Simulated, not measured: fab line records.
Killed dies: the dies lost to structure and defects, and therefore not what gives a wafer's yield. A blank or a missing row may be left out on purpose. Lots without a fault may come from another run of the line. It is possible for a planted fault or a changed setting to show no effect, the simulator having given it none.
A lot that was struck, set against a sound lot | flow gf180mcu | 14 out of 602 route steps
Sound: these wafers, L304.1, L304.3, L304.6. Wafers struck: L314.1, L314.2, L314.5. The cause is named last.
Order at every step that has rows: each side's tool, ch and its chambers, its first start. Under that, the readings that differ: sound wafers | struck wafers | difference of the means | sigmas: that difference in standard deviations of wafers without a fault.
alike: readings with means less than 2 such deviations apart, plus words and numbers identical on both sides. not compared: withheld readings, readings lacking a value on some wafer, bounds such as >300 that could conceal the same value, and numbers that have no deviation in the record and whose values overlap.
A row with sigmas, a row that says differs or no value, or rows on one side alone: a step with any of these is where the two part. When numbers do not overlap yet have no deviation, they are printed without sigmas and do not part them. Lack of a reading on every wafer of one side parts them only where that side has two or more wafers.

GF_V1_CMP_26: polishes, stops on SiO2, t overpolish 15 s, target thk 0 nm.
  sound on cmp-01 ch 0,1,2, day 19 12:25; struck on cmp-01 ch 1,2,3, day 23 04:11
  alike: motorCurrentA, overpolishRunS, timeToEndpointS
GF_M2_SPUTTER_00: material Ti, target thk 37.5 nm, time 150 s.
  struck on pvdSputter-01, day 23 04:23; sound on pvdSputter-04, day 19 12:37
  alike: chamberPressurePa, throttleValvePct
GF_M2_SPUTTER_01: material TiN, target thk 30 nm, time 25 s.
  struck on pvdSputter-01, day 23 04:29; sound on pvdSputter-04, day 19 12:43
  alike: chamberPressurePa, throttleValvePct
GF_M2_SPUTTER_02: material AlCu, target thk 450 nm, time 23.9 s.
  struck on pvdSputter-01, day 23 04:31; sound on pvdSputter-04, day 19 12:45
  alike: chamberPressurePa, throttleValvePct
then, 1 step without rows for these wafers: GF_M2_SPUTTER_03 (material Ti, target thk 10 nm, time 6.7 s).
GF_M2_SPUTTER_04: material TiN, target thk 50 nm, time 41.7 s.
  struck on pvdSputter-01, day 23 04:34; sound on pvdSputter-04, day 19 12:48
  alike: chamberPressurePa, throttleValvePct
GF_M2_RS_MEAS_05: a four-point-probe measurement.
  struck on filmMetro-04, day 23 04:37; sound on filmMetro-01, day 19 12:50
  alike: M2_ALCU_RS
GF_M2_THK_MEAS_06: measures by xrf.
  struck on filmMetro-04, day 23 04:44; sound on filmMetro-01, day 19 12:58
reading          | sound       | struck      | difference | sigmas
M2_ALCU_THK (nm) | 450 449 447 | 460 459 464 | +12        | +3
then, 4 steps without rows for these wafers: GF_M2_DEHYDRATE_07 (time 60 s); GF_M2_HMDS_08 (prime time 60 s); GF_M2_COAT_09 (resist thk 1000 nm); GF_M2_SOFTBAKE_10 (time 60 s).
GF_M2_EXPOSE_11: exposes mask Metal2, target cd 280 nm.
  sound on krfScanner-02 ch 0, day 20 00:58; struck on krfScanner-02, day 23 16:12
  no value came back on the struck wafers for exposureDoseMJCm2, focusOffsetNm (nm), na; on the sound wafers exposureDoseMJCm2 reads 27.98 27.94 27.93
  alike: mask
then, 1 step without rows for these wafers: GF_M2_PEB_12 (peb time 90 s).

WHERE THEY PART
Earliest at GF_M2_THK_MEAS_06; latest, in this record, at GF_M2_EXPOSE_11.

WHY: the cause the simulator had injected
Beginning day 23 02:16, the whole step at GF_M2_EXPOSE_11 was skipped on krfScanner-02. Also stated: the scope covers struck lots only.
